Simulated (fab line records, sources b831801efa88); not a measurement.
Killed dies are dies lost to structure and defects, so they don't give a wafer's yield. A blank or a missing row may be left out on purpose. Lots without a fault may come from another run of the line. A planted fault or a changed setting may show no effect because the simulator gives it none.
Chamber matching | flow gf180mcu | GF_V5_CMP_26 on cmp-01: 4 sister chambers
The step polishes, stops on SiO2, t overpolish 15 s, target thk 0 nm. 16 wafers are shown with their chamber, then 8 later ones without.

WAFERS WITH THEIR CHAMBER
wafer  | chamber | motor_current_A (A) | time_to_endpoint_s (s) | overpolish_run_s (s)
L465.3 | 3       | 9.8                 | 89.6                   | 15.007
L465.5 | 0       | 13.3                | 87.9                   | 15.013
L465.6 | 1       | 9.4                 | 93.9                   | 14.995
L468.2 | 1       | 8.8                 | 90.2                   | 15.002
L468.3 | 0       | 13.1                | 84.8                   | 14.991
L468.4 | 2       | 9.4                 | 87.9                   | 14.998
L470.2 | 3       | 10.9                | 87.7                   | 14.989
L470.3 | 0       | 12.7                | 85.7                   | 15.002
L470.5 | 2       | 9.5                 | 87.2                   | 15.016
L476.1 | 1       | 9.2                 | 90.3                   | 14.990
L476.2 | 2       | 9.5                 | 86.2                   | 15.000
L476.5 | 1       | 9.1                 | 86.9                   | 14.995
L478.1 | 0       | 12.7                | 90.2                   | 15.001
L478.4 | 3       | 10.8                | 90.9                   | 15.015
L478.6 | 0       | 13.4                | 88.4                   | 14.995
L480.2 | 3       | 10.4                | 90.9                   | 15.004

SIGNATURES (means of the wafers above)
reading            | chamber 0 | chamber 1 | chamber 2 | chamber 3 | scatter within a chamber
motor_current_A    | 13.040    | 9.125     | 9.467     | 10.475    | 0.338
time_to_endpoint_s | 87.400    | 90.325    | 87.100    | 89.775    | 2.07
overpolish_run_s   | 15.00040  | 14.99550  | 15.00467  | 15.00375  | 0.00867
Rule: a wafer's distance from a chamber is the root of the sum, over the readings, of the square of ((its reading less the chamber's mean) divided by the reading's scatter). The wafer belongs to the nearest chamber; if the next one is less than 2 further off, it can't be placed. The scatter: the root of (the sum of the squares of (reading less its chamber's mean) over the shown wafers, divided by (wafers less chambers)).

WAFERS WITHOUT THEIR CHAMBER
wafer  | motor_current_A (A) | time_to_endpoint_s (s) | overpolish_run_s (s)
L480.4 | 9.1                 | 87.3                   | 15.015
L480.6 | 9.9                 | 91.9                   | 14.993
L481.1 | 8.9                 | 86.6                   | 14.997
L481.3 | 9.4                 | 89.6                   | 14.983
L481.4 | 12.6                | 84.5                   | 14.973
L482.1 | 9.0                 | 87.7                   | 14.995
L482.2 | 10.5                | 88.8                   | 15.005
L482.5 | 9.5                 | 87.2                   | 14.995

WHICH CHAMBER EACH WENT THROUGH
wafer  | from the rows above          | in truth
L480.4 | can't be placed: 2 or 1      | 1
L480.6 | can't be placed: 3 or 1 or 2 | 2
L481.1 | can't be placed: 2 or 1      | 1
L481.3 | can't be placed: 1 or 2      | 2
L481.4 | 0                            | 0
L482.1 | can't be placed: 1 or 2      | 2
L482.2 | 3                            | 3
L482.5 | can't be placed: 2 or 1      | 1
Placed correctly: 2 of 8. Can't be placed from these rows: 6 (the true chamber is among the candidates in 6). Placed wrongly: 0.
